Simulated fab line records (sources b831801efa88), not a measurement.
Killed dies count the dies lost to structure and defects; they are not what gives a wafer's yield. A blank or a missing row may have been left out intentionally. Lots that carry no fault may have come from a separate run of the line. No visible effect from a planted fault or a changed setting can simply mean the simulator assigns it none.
Which tool is to blame? | flow gf180mcu | Sampling: 12 lots, 33 wafers, 6 of 602 route steps

== WHAT EACH GAUGE READ, for each wafer ==
GF_DNWELL_TW_MEAS_09.
lot  | measured    | on            | DNWELL_TW
L931 | day 2 19:14 | film_metro-02 | 1364 1372 1361
L932 | day 3 00:18 | film_metro-02 | 1362 1367 1365
L933 | day 3 07:50 | film_metro-03 | 1364 1358 1363
L934 | day 3 12:17 | film_metro-02 | 1360 1358 1363
L938 | day 4 08:48 | film_metro-04 | 1380
L942 | day 5 04:13 | film_metro-02 | 1378
L945 | day 5 21:25 | film_metro-02 | 1364 1365 1350
L947 | day 6 06:28 | film_metro-04 | 1359 1363 1367
L952 | day 7 16:53 | film_metro-04 | 1380 1373 1386
L953 | day 7 17:08 | film_metro-03 | 1342 1339 1346
L954 | day 7 20:41 | film_metro-02 | 1373 1378 1381

GF_NWELL_TW_MEAS_11.
lot  | measured    | on            | NWELL_TW
L931 | day 3 08:22 | film_metro-04 | 1580 1574 1581
L932 | day 3 12:53 | film_metro-01 | 1595 1595 1593
L933 | day 3 21:36 | film_metro-01 | 1601 1599 1601
L934 | day 4 01:28 | film_metro-01 | 1587 1580 1584
L938 | day 4 22:20 | film_metro-01 | 1590
L942 | day 5 19:01 | film_metro-01 | 1585
L945 | day 6 12:26 | film_metro-01 | 1592 1577 1585
L947 | day 6 21:01 | film_metro-02 | 1588 1581 1583
L952 | day 8 09:34 | film_metro-01 | 1594 1585 1588
L953 | day 8 09:43 | film_metro-01 | 1587 1583 1592
L954 | day 8 13:28 | film_metro-04 | 1569 1569 1576

== EACH LOT AND THE TOOL THAT RAN IT (in order: tool; ch and the chambers of the sampled wafers; start) ==
lot  | GF_STI_ETCH_13                    | GF_STI_ETCH_14                  | GF_STI_STRIP_15                     | GF_DNWELL_STRIP_08
L931 | rie_diel-04 ch 0,2,3, day 2 01:46 | rie_si-02 ch 1,3, day 2 01:51   | plasma_asher-04 ch 0,1, day 2 01:55 | plasma_asher-03 ch 0,1, day 2 19:08
L932 | rie_diel-01 ch 0,1, day 2 06:12   | rie_si-01 ch 0,1, day 2 06:17   | plasma_asher-04 ch 0,1, day 2 06:23 | plasma_asher-04 ch 0,1, day 3 00:13
L933 | rie_diel-04 ch 0,2, day 2 13:49   | rie_si-01 ch 0,2, day 2 13:54   | plasma_asher-04 ch 0,1, day 2 13:58 | plasma_asher-04 ch 0,1, day 3 07:44
L934 | rie_diel-04 ch 0,1,3, day 2 16:44 | rie_si-02 ch 0,1,2, day 2 16:49 | plasma_asher-02 ch 0,1, day 2 16:53 | plasma_asher-03 ch 0,1, day 3 12:11
L938 | rie_diel-04 ch 0,2, day 3 14:13   | rie_si-02 ch 0,1, day 3 14:18   | plasma_asher-02 ch 0,1, day 3 14:25 | plasma_asher-03 ch 1, day 4 08:43
L939 | rie_diel-04 ch 1,2, day 3 18:07   | rie_si-01 ch 0,1, day 3 18:14   | plasma_asher-03 ch 0, day 3 18:18   | -
L942 | rie_diel-04 ch 1,2, day 4 09:43   | rie_si-01 ch 0,3, day 4 09:48   | plasma_asher-02 ch 0,1, day 4 09:55 | plasma_asher-01 ch 1, day 5 04:08
L945 | rie_diel-03 ch 0,1, day 5 02:02   | rie_si-01 ch 1,2,3, day 5 02:09 | plasma_asher-04 ch 0,1, day 5 02:13 | plasma_asher-03 ch 0,1, day 5 21:19
L947 | rie_diel-01 ch 0,1,2, day 5 11:39 | rie_si-02 ch 0,1,3, day 5 11:43 | plasma_asher-03 ch 0,1, day 5 11:48 | plasma_asher-04 ch 0,1, day 6 06:21
L952 | rie_diel-01 ch 1,2, day 6 13:22   | rie_si-01 ch 0,1,3, day 6 13:27 | plasma_asher-02 ch 0,1, day 6 13:31 | plasma_asher-04 ch 0,1, day 7 16:46
L953 | rie_diel-03 ch 1,2,3, day 6 19:08 | rie_si-01 ch 1,2,3, day 6 19:13 | plasma_asher-02 ch 0,1, day 6 19:17 | plasma_asher-01 ch 0,1, day 7 17:02
L954 | rie_diel-01 ch 0,2,3, day 6 23:02 | rie_si-02 ch 0,1,2, day 6 23:07 | plasma_asher-04 ch 0,1, day 6 23:11 | plasma_asher-03 ch 0,1, day 7 20:35
- GF_STI_ETCH_13: etches the open film in CHF3/O2, stops on Si, target depth 282.31 nm, time 112.9 s.
- GF_STI_ETCH_14: etches Si in HBr/Cl2/O2, target depth 360 nm, time 102.9 s.
- GF_STI_STRIP_15: strips in O2/N2.
- GF_DNWELL_STRIP_08: strips in O2/N2.

== AS READ BY THE TOOLS THEMSELVES (means over the sampled wafers that have a number; for cases with no such wafer, the mark the record gives instead) ==
GF_STI_ETCH_13.
lot  | tool        | drypump_motor_current_A (A) | oes_product_au (a.u.) | rf_fwd_power_W (W) | throttle_valve_pct (%)
L931 | rie_diel-04 | 6.1                         | 0.830                 | 594.5              | 8.811
L932 | rie_diel-01 | 6.2                         | 0.825                 | 595.5              | 8.813
L933 | rie_diel-04 | 6.1                         | 0.825                 | 595.3              | 8.801
L934 | rie_diel-04 | 6.2                         | 0.832                 | 596.8              | 8.811
L938 | rie_diel-04 | 6.2                         | 0.781                 | 595.9              | 8.788
L939 | rie_diel-04 | 5.9                         | 0.732                 | 592.6              | 8.794
L942 | rie_diel-04 | 5.9                         | 0.778                 | 597.2              | 8.800
L945 | rie_diel-03 | 5.9                         | 0.839                 | 598.0              | 8.806
L947 | rie_diel-01 | 5.8                         | 0.825                 | 595.9              | 8.804
L952 | rie_diel-01 | 5.8                         | 0.831                 | 593.9              | 8.807
L953 | rie_diel-03 | 5.4                         | 0.837                 | 599.4              | 8.804
L954 | rie_diel-01 | 5.6                         | 0.844                 | 597.0              | 8.822

GF_STI_ETCH_14.
lot  | tool      | drypump_motor_current_A (A) | oes_product_au (a.u.) | rf_fwd_power_W (W) | throttle_valve_pct (%)
L931 | rie_si-02 | 6.3                         | 0.984                 | 595.5              | 25.671
L932 | rie_si-01 | 5.3                         | 1.008                 | 594.9              | 25.653
L933 | rie_si-01 | 5.6                         | 0.999                 | 595.9              | 25.655
L934 | rie_si-02 | 6.6                         | 0.991                 | 596.9              | 25.665
L938 | rie_si-02 | 6.4                         | 0.678                 | 598.3              | 25.881
L939 | rie_si-01 | 5.3                         | 0.346                 | 597.7              | 26.095
L942 | rie_si-01 | 5.2                         | 0.692                 | 599.4              | 25.869
L945 | rie_si-01 | 5.3                         | 0.994                 | 597.0              | 25.656
L947 | rie_si-02 | 6.3                         | 0.999                 | 595.2              | 25.654
L952 | rie_si-01 | 5.2                         | 1.002                 | 598.6              | 25.658
L953 | rie_si-01 | 5.3                         | 0.999                 | 594.3              | 25.666
L954 | rie_si-02 | 6.6                         | 0.996                 | 597.1              | 25.665

GF_STI_STRIP_15.
lot  | tool            | drypump_motor_current_A (A) | heater_power_w (W) | oes_product_au (a.u.) | strip_time_to_endpoint_s (s)
L931 | plasma_asher-04 | 6.0                         | 356                | 0.388                 | 3.78
L932 | plasma_asher-04 | 6.0                         | 398                | 0.379                 | 3.66
L933 | plasma_asher-04 | 6.0                         | 361                | 0.383                 | 3.70
L934 | plasma_asher-02 | 5.2                         | 380                | 0.391                 | 3.78
L938 | plasma_asher-02 | 5.2                         | 364                | 0.403                 | 4.28
L939 | plasma_asher-03 | 5.0                         | 268                | 0.435                 | 4.85
L942 | plasma_asher-02 | 5.2                         | 361                | 0.405                 | 4.25
L945 | plasma_asher-04 | 6.1                         | 359                | 0.385                 | 3.77
L947 | plasma_asher-03 | 5.7                         | 280                | 0.383                 | 3.72
L952 | plasma_asher-02 | 5.1                         | 347                | 0.387                 | 3.75
L953 | plasma_asher-02 | 5.2                         | 379                | 0.384                 | 3.72
L954 | plasma_asher-04 | 6.0                         | 360                | 0.382                 | 3.68

GF_DNWELL_STRIP_08.
lot  | tool            | drypump_motor_current_A (A) | heater_power_w (W) | oes_product_au (a.u.) | strip_time_to_endpoint_s (s)
L931 | plasma_asher-03 | 5.7                         | 281                | 0.719                 | 37.01
L932 | plasma_asher-04 | 6.0                         | 356                | 0.727                 | 36.95
L933 | plasma_asher-04 | 6.1                         | 357                | 0.720                 | 37.01
L934 | plasma_asher-03 | 5.4                         | 276                | 0.720                 | 36.96
L938 | plasma_asher-03 | 6.1                         | 292                | 0.719                 | 36.90
L942 | plasma_asher-01 | 5.7                         | 344                | 0.722                 | 37.06
L945 | plasma_asher-03 | 5.7                         | 277                | 0.727                 | 37.01
L947 | plasma_asher-04 | 5.9                         | 393                | 0.720                 | 37.03
L952 | plasma_asher-04 | 6.0                         | 359                | 0.719                 | 36.90
L953 | plasma_asher-01 | 6.0                         | 394                | 0.726                 | 37.19
L954 | plasma_asher-03 | 5.7                         | 281                | 0.715                 | 36.98

== THE ANSWER, worked out from the rows above alone ==
Rule: what is usual is taken from the lots themselves. Put in order of their means at a reading, lots are off if they are a third of the lots or fewer, leave a main group of 4 or more, and stand apart from it by a gap of 3 or more times the standard deviation of the main group's means; of several such gaps the widest counts. The tables above print the reading to a certain number of digits; a main group whose means all agree to those digits is not used. A lot without any number at a reading at which 4 lots or more have one is off too. All remaining lots with rows at the step are treated as sound. After the gauges, taken in route order, come the tools' own readings; for these a lot's mean is taken, as printed above. At the first step where some lot is off, the reading lying furthest off is the one used; lots without a number count as furthest.
Off: L938, L939, L942 (GF_STI_ETCH_13, oes_product_au). For the main group the mean is 0.832 a.u. and the standard deviation 0.0064.
A tool fits if, at that step or a process step before it, it ran every lot that is off, and no sound lot after the first of them. One fits: rie_diel-04 at GF_STI_ETCH_13. Its last sound lot is L934 (day 2 16:44), its first lot that is off L938 (day 3 14:13): a fault that began between those two fits.
On the lots that are off, the tool's own readings at GF_STI_ETCH_13 differ by more than 5 times the standard deviation of the sound lots' means, which bears it out; oes_product_au reads 0.764 a.u. there versus 0.832 a.u. on the sound lots.

== WHAT THE SIMULATOR HAD INSERTED ==
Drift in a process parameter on rie_diel-04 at GF_STI_ETCH_13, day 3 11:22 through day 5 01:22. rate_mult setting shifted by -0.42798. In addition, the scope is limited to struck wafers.
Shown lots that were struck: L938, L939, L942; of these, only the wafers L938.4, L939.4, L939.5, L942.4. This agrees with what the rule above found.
